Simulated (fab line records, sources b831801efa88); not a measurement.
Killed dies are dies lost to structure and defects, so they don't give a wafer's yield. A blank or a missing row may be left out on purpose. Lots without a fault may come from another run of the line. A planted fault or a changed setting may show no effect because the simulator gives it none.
One fault seen from 2 desks | flow sky130 | each desk has only its own numbers; what lay behind them comes last

THE METROLOGY DESK
What the gauges read, lot by lot, whatever tool the lot ran on: means of the sampled wafers that have a number. A lot is out of limits, marked OUT, if its mean lies more than 4 standard deviations from the usual mean; the brackets give that distance.
Columns: A = CAPM_TIN_RS at SKY_CAPM_RS_MEAS_03, usual 6.93 ohm/sq; B = CAPM_TIN_THK at SKY_CAPM_THK_MEAS_04, usual 199 nm; C = VIA3_HDPCVD_THK at SKY_VIA3_THK_MEAS_01, usual 1635 nm
lot  | first seen here | A    | B   | C
L719 | day 36 18:09    | 6.94 | 199 | 1632
L720 | day 37 04:43    | 6.97 | 200 | 1619
L721 | day 37 11:44    | 6.87 | 201 | 1632
L723 | day 38 05:40    | 6.87 | 201 | 1634
L728 | day 40 11:17    | 6.83 | 202 | 1272 (-21) OUT
L730 | day 40 17:02    | 6.94 | 199 | 1305 (-19) OUT
L731 | day 40 17:07    | 6.97 | 198 | 1644
L733 | day 41 07:19    | 6.96 | 199 | 1636
L735 | day 41 16:57    | 6.96 | 199 | 1658
L737 | day 42 07:17    | 6.82 | 203 | 1636
L741 | day 43 14:08    | 6.82 | 202 | 1642
This desk's finding: out of limits on L728, L730; first on L728, day 42 13:26 (VIA3_HDPCVD_THK at SKY_VIA3_THK_MEAS_01). In limits: L719, L720, L721, L723, L731, L733, L735, L737, L741.

THE TOOL OWNER'S DESK: hdpcvd-01
The tool's own readings at SKY_VIA3_HDPCVD_00 (deposits SiO2, target thk 1635 nm, time 272.5 s): means of the sampled wafers that have a number, for each lot that ran on this tool. A lot is out of limits, marked OUT, if its mean lies more than 4 standard deviations from the usual mean; the brackets give that distance.
Columns: A = sih4_flow_sccm at SKY_VIA3_HDPCVD_00, usual 60.00 sccm
lot  | first seen here | A
L721 | day 39 17:24    | 59.94
L728 | day 42 13:17    | 47.91 (-64) OUT
L730 | day 42 18:50    | 48.05 (-63) OUT
This desk's finding: out of limits on L728, L730; first on L728, day 42 13:17 (sih4_flow_sccm at SKY_VIA3_HDPCVD_00). In limits: L721.

PUT TOGETHER
The tool owner's desk could have raised an alarm at day 42 13:17, on L728, L730.
The metrology desk could have raised an alarm at day 42 13:26, on L728, L730.
Of the lots named, all ran SKY_VIA3_HDPCVD_00 on hdpcvd-01.

WHAT THE SIMULATOR HAD PUT IN
Process parameter drift: hdpcvd-01, from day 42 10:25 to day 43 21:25, at SKY_VIA3_HDPCVD_00. Setting sih4_flow_sccm, moved by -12, from 60. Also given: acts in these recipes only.
Lots struck among those shown: L728, L730.
Hours from the fault's start to each desk's first reading out of limits: the tool owner's desk, 3; the metrology desk, 3.
